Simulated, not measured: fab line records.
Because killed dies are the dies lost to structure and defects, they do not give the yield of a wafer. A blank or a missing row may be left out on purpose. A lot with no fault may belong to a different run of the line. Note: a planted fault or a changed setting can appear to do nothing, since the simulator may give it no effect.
Which tool is to blame? || flow sky130 || 36 wafers sampled from 12 lots at 1 step of a route of 708

WHAT EACH GAUGE READ, for each wafer
SKY_VIA1_THK_MEAS_23: measures by xrf.
{"lot": "L075", "measured": "day 35 07:31", "on": "filmMetro-01", "VIA1_W_THK (nm)": "267 265 268"}
{"lot": "L077", "measured": "day 36 00:20", "on": "filmMetro-01", "VIA1_W_THK (nm)": "273 274 268"}
{"lot": "L079", "measured": "day 36 09:29", "on": "filmMetro-04", "VIA1_W_THK (nm)": "268 271 276"}
{"lot": "L081", "measured": "day 37 07:45", "on": "filmMetro-01", "VIA1_W_THK (nm)": "276 262 269"}
{"lot": "L083", "measured": "day 37 22:08", "on": "filmMetro-04", "VIA1_W_THK (nm)": "270 264 274"}
{"lot": "L085", "measured": "day 38 12:39", "on": "filmMetro-03", "VIA1_W_THK (nm)": "265 270 267"}
{"lot": "L087", "measured": "day 38 21:34", "on": "filmMetro-03", "VIA1_W_THK (nm)": "266 266 271"}
{"lot": "L089", "measured": "day 39 15:50", "on": "filmMetro-01", "VIA1_W_THK (nm)": "275 270 276"}
{"lot": "L091", "measured": "day 40 09:22", "on": "filmMetro-01", "VIA1_W_THK (nm)": "273 267 274"}
{"lot": "L093", "measured": "day 40 15:35", "on": "filmMetro-01", "VIA1_W_THK (nm)": "279 279 275"}
{"lot": "L095", "measured": "day 41 09:05", "on": "filmMetro-04", "VIA1_W_THK (nm)": "274 273 271"}
{"lot": "L097", "measured": "day 41 13:58", "on": "filmMetro-01", "VIA1_W_THK (nm)": "272 268 272"}

WHICH TOOL RAN EACH LOT (tool, then ch and the chambers of the sampled wafers, then the start)
No process step before these readings appears in the record.

THE ANSWER, worked out from the rows above alone
Rule: usual is defined by the lots themselves. The widest of any qualifying gaps counts: lots, ordered by their means at a reading, are off when they make up no more than a third of the lots, leave a main group of 4 or more, and stand apart from it by 3 or more times the standard deviation of that group's means. Not used: any main group whose means are identical at the precision the tables above print for the reading. Also off: a lot with no number at a reading for which 4 or more lots have one. Where the step has rows for the other lots, those lots are counted as sound.
None of the lots is off at any reading shown; this tells nothing.

WHAT THE SIMULATOR HAD PUT IN
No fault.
